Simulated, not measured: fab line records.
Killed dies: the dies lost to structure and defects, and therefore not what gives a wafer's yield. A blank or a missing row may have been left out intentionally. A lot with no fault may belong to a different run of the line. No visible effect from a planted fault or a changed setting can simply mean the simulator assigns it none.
Comparing a struck lot with a sound one | flow sky130 | 18 out of 708 route steps
Sound: these wafers, L573.1, L573.2, L573.6. Wafers struck: L575.2, L575.3, L575.5. The cause is named last.
Order at every step that has rows: each side's tool, ch and its chambers, its first start. Under that, the readings that differ: sound wafers | struck wafers | difference of the means | sigmas: that difference in standard deviations of wafers without a fault.
alike: words and numbers the same on both sides, and readings whose means are apart by under 2 such deviations; not compared: readings that were withheld, readings missing a value for some wafer, numbers with overlapping values and no deviation given by the record, and bounds like >300 which may hide the same value.
A row with sigmas, a row that says differs or no value, or rows on one side alone: a step with any of these is where the two part. Non-overlapping numbers with no deviation appear without sigmas and do not part them. A reading that every wafer of one side lacks parts them only if that side has two wafers or more.

first, 1 step without rows for these wafers: SKY_VT_ADJUST_PCH_IMPLANT_08.
SKY_VT_ADJUST_PCH_STRIP_09: strips in O2/N2.
  sound on plasmaAsher-02 ch 0,1, day 13 17:39; struck on plasmaAsher-02 ch 0,1, day 14 03:10
  alike: drypumpMotorCurrentA, oesProductAu, stripTimeToEndpointS
  not compared: rfHoursCounterH
SKY_VT_ADJUST_PCH_TW_MEAS_10:
  struck on filmMetro-02, day 14 03:16; sound on filmMetro-01, day 13 17:45
  alike: VT_ADJUST_PCH_TW
then, 7 steps without rows for these wafers: SKY_SONOS_TUNNEL_DEHYDRATE_00 (time 60 s); SKY_SONOS_TUNNEL_HMDS_01 (prime time 60 s); SKY_SONOS_TUNNEL_COAT_02 (resist thk 1140 nm); SKY_SONOS_TUNNEL_SOFTBAKE_03 (time 60 s); SKY_SONOS_TUNNEL_EXPOSE_04 (exposes mask TUNM, target cd 410 nm); SKY_SONOS_TUNNEL_PEB_05; SKY_SONOS_TUNNEL_DEVELOP_06 (develop time 60 s).
SKY_SONOS_TUNNEL_CD_MEAS_07: the cd target is 410 nm.
  struck on cdSem-02, day 15 06:22; sound on cdSem-01, day 14 19:29
  alike: cdNm
SKY_SONOS_TUNNEL_OVL_MEAS_08:
  struck on overlay-02, day 15 06:28; sound on overlay-01, day 14 19:37
  alike: SONOS_TUNNEL_OVL
SKY_SONOS_TUNNEL_IMPLANT_09:
  sound on implanter-02 ch 0, day 14 19:39; struck on implanter-04 ch 0, day 15 06:31
reading          | sound                          | struck                       | difference | sigmas
doseIonsCm2      | 9.999e+11 1.0003e+12 9.993e+11 | 3.46e+11 3.455e+11 3.449e+11 | -6.54e+11  | -99 or more
faradayCurrentUA | 5.61 5.64 5.48                 | 1.93 1.94 1.92               | -3.65      | -33
then, 2 steps without rows for these wafers: SKY_SONOS_TUNNEL_WET_ETCH_10 (etches SiO2 in dHF, target depth 14 nm, time 280 s); SKY_SONOS_TUNNEL_STRIP_11 (strips in SPM, time 600 s).
SKY_SONOS_TUNNEL_TW_MEAS_12:
  struck on filmMetro-01, day 15 06:56; sound on filmMetro-04, day 14 20:05
reading         | sound             | struck            | difference | sigmas
SONOS_TUNNEL_TW | 199.4 200.0 198.9 | 146.9 147.0 145.7 | -52.9      | -29
then, 1 step without rows for these wafers: SKY_SONOS_TUNNEL_CLEAN_13 (cleans in dHF, time 20 s).
-- here the record skips 34 days between the struck wafers' starts before and after, leaving off in module SONOS_TUNNEL and picking up in module PAD_OPEN (first step shown: number 708 of the route) --
SKY_PAD_OPEN_PROBE_99:
  struck on prober-02, day 48 22:44; sound on prober-02, day 48 17:08
reading                                 | sound                   | struck                  | difference | sigmas
model.etest.tipSonos.rsOhmSq            | 2775 2779 2826          | 2506 2573 2561          | -247       | 
model.etest.sonosUncharged.rOnOhmUm     | 833.3 819.7 824.8       | 752.6 789.1 775.5       | -53.5      | 
model.etest.sonosProgrammed.offLog10AUm | -14.08 -13.91 -13.99    | -12.05 -12.13 -12.29    | +1.84      | 
model.etest.sonosProgrammed.vtV (V)     | 1.52 1.527 1.52         | 1.317 1.244 1.299       | -0.236     | 
model.etest.sonosUncharged.vtV (V)      | -0.4192 -0.4499 -0.4329 | -0.6055 -0.5623 -0.5716 | -0.1458    | 
model.etest.sonosBaked.vtV (V)          | 1.024 0.9847 0.9714     | 0.7936 0.8061 0.8657    | -0.1716    | 
model.etest.sonosErased.vtV (V)         | -2.277 -2.343 -2.303    | -2.433 -2.462 -2.424    | -0.132     | 
  alike: killed_at_M0_to_M3, killed_at_M4_up, killedAtContacts, killedAtFrontEnd, killedAtOther, killedDies, killedOpen, killedShort

WHERE THEY PART
Last at SKY_SONOS_TUNNEL_TW_MEAS_12 as far as this record goes, first at SKY_SONOS_TUNNEL_IMPLANT_09. Later steps at which nothing parts them and some readings are alike: SKY_PAD_OPEN_PROBE_99.

WHY: what the simulator had put in
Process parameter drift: implanter-04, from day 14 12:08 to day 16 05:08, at SKY_SONOS_TUNNEL_IMPLANT_09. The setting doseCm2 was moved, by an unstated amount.
